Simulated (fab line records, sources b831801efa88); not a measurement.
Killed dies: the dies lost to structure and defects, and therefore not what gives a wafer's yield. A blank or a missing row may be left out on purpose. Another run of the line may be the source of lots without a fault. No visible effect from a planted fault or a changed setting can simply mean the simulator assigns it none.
The tool behind it: which one? ; flow gf180mcu ; 12 lots, 36 wafers sampled, at 4 steps of a route of 602

== WHAT THE GAUGES READ, wafer by wafer ==
GF_PASSIVATION_BOW_MEAS_14.
lot;measured;on;PASSIVATION_BOW (um)
L249;day 29 19:14;film-metro-04;146 138 151
L251;day 30 03:56;film-metro-01;155 130 129
L252;day 30 14:28;film-metro-01;138 141 153
L253;day 30 20:02;film-metro-02;136 128 129
L254;day 31 06:40;film-metro-04;128 133 134
L256;day 31 12:46;film-metro-02;149 151 144
L258;day 31 22:40;film-metro-02;153 140 140
L260;day 32 20:50;film-metro-04;144 134 145
L261;day 33 00:38;film-metro-04;126 123 129
L262;day 33 04:49;film-metro-04;120 130 129
L264;day 33 13:46;film-metro-02;141 147 141
L269;day 34 16:58;film-metro-01;142 132 129

== EACH LOT AND THE TOOL THAT RAN IT (in order: tool; ch and the chambers of the sampled wafers; start) ==
lot;GF_MVSD_STRIP_10;GF_TOP_METAL_SPUTTER_00;GF_PASSIVATION_STRIP_12
L249;plasma-asher-02 ch 0,1, day 4 14:35;pvd-sputter-04, day 27 23:52;plasma-asher-01 ch 0,1, day 29 17:37
L251;plasma-asher-03 ch 0,1, day 5 02:34;pvd-sputter-01, day 28 08:38;plasma-asher-01 ch 0,1, day 30 02:19
L252;plasma-asher-03 ch 0,1, day 5 09:02;pvd-sputter-04, day 28 20:46;plasma-asher-01 ch 0,1, day 30 12:52
L253;plasma-asher-04 ch 0,1, day 5 12:31;pvd-sputter-03, day 29 01:37;plasma-asher-04 ch 0,1, day 30 18:25
L254;plasma-asher-04 ch 0,1, day 5 16:02;pvd-sputter-03, day 29 14:27;plasma-asher-04 ch 0,1, day 31 05:04
L256;plasma-asher-04 ch 0,1, day 6 06:04;pvd-sputter-04, day 29 21:19;plasma-asher-04 ch 0,1, day 31 11:10
L258;plasma-asher-03 ch 0,1, day 6 15:04;pvd-sputter-01, day 30 07:07;plasma-asher-01 ch 1, day 31 20:58
L260;plasma-asher-04 ch 0,1, day 7 04:56;pvd-sputter-01, day 31 07:23;plasma-asher-02 ch 0,1, day 32 19:13
L261;plasma-asher-04 ch 0, day 7 11:41;pvd-sputter-01, day 31 11:23;plasma-asher-04 ch 0, day 32 23:01
L262;plasma-asher-03 ch 0,1, day 7 16:26;pvd-sputter-04, day 31 15:25;plasma-asher-04 ch 0,1, day 33 03:13
L264;plasma-asher-04 ch 0,1, day 8 05:11;pvd-sputter-04, day 32 02:07;plasma-asher-01 ch 0,1, day 33 12:10
L269;plasma-asher-04 ch 0,1, day 9 07:46;pvd-sputter-04, day 33 06:40;plasma-asher-01 ch 0,1, day 34 15:22
- GF_MVSD_STRIP_10: strips in O2/N2.
- GF_TOP_METAL_SPUTTER_00: material Ti, target thk 37.5 nm, time 150 s.
- GF_PASSIVATION_STRIP_12: strips in O2/N2.

== WHAT THE TOOLS THEMSELVES READ (means of the sampled wafers that have a number; where no wafer has one, the mark that the record gives instead) ==
GF_MVSD_STRIP_10.
lot;tool;drypump-motor-current-A (A);heater-power-w (W);oes-product-au (a.u.);platen-temp-c (C);strip-time-to-endpoint-s (s)
L249;plasma-asher-02;6.2;328;0.726;249.97;37.01
L251;plasma-asher-03;5.9;347;0.726;249.99;37.14
L252;plasma-asher-03;5.9;345;0.723;249.84;36.74
L253;plasma-asher-04;5.9;337;0.718;249.97;36.84
L254;plasma-asher-04;5.8;328;0.719;249.89;37.04
L256;plasma-asher-04;5.9;335;0.722;249.96;36.93
L258;plasma-asher-03;5.5;337;0.722;249.95;36.98
L260;plasma-asher-04;5.8;331;0.723;250.09;37.17
L261;plasma-asher-04;5.8;327;0.725;249.72;37.05
L262;plasma-asher-03;5.5;340;0.727;249.89;37.14
L264;plasma-asher-04;5.8;329;0.718;249.86;36.81
L269;plasma-asher-04;5.8;329;0.720;250.01;37.05

GF_TOP_METAL_SPUTTER_00.
lot;tool;substrate-temp-c (C);throttle-valve-pct (%)
L249;pvd-sputter-04;200.07;29.8
L251;pvd-sputter-01;200.04;30.7
L252;pvd-sputter-04;200.23;32.5
L253;pvd-sputter-03;199.90;31.3
L254;pvd-sputter-03;200.07;30.8
L256;pvd-sputter-04;200.06;30.8
L258;pvd-sputter-01;200.06;30.1
L260;pvd-sputter-01;200.10;30.6
L261;pvd-sputter-01;199.97;29.9
L262;pvd-sputter-04;199.98;29.5
L264;pvd-sputter-04;200.08;29.3
L269;pvd-sputter-04;200.23;29.8

GF_PASSIVATION_STRIP_12.
lot;tool;drypump-motor-current-A (A);heater-power-w (W);oes-product-au (a.u.);platen-temp-c (C);strip-time-to-endpoint-s (s)
L249;plasma-asher-01;5.7;282;0.722;249.85;34.28
L251;plasma-asher-01;5.7;280;0.718;250.06;34.75
L252;plasma-asher-01;5.5;296;0.721;249.82;34.71
L253;plasma-asher-04;5.9;336;0.721;250.07;34.81
L254;plasma-asher-04;5.9;334;0.717;250.13;34.47
L256;plasma-asher-04;5.9;335;0.720;250.21;34.67
L258;plasma-asher-01;5.4;305;0.717;249.85;34.37
L260;plasma-asher-02;5.9;347;0.720;250.19;34.54
L261;plasma-asher-04;5.8;337;0.720;250.02;34.46
L262;plasma-asher-04;5.8;333;0.719;249.86;34.38
L264;plasma-asher-01;5.7;281;0.719;249.98;34.40
L269;plasma-asher-01;5.5;294;0.720;250.19;34.39

== THE ANSWER, worked out from the rows above alone ==
Rule: usual is defined by the lots themselves. Put in order of their means at a reading, lots are off if they are a third of the lots or fewer, leave a main group of 4 or more, and stand apart from it by a gap of 3 or more times the standard deviation of the main group's means; of several such gaps the widest counts. A main group whose means are all the same, to the digits that the tables above print for the reading, isn't used. Also off: a lot with no number at a reading for which 4 or more lots have one. All remaining lots with rows at the step are treated as sound. Order of review: gauges by route order, followed by the tools' own readings, for which a lot's mean as printed above is used. The first step at which some lot is off is used, and at that step the reading that is off furthest; a lot without a number counts as furthest.
No lot is off on any of the readings shown, so nothing can be concluded from this.

== WHAT WAS PUT IN BY THE SIMULATOR ==
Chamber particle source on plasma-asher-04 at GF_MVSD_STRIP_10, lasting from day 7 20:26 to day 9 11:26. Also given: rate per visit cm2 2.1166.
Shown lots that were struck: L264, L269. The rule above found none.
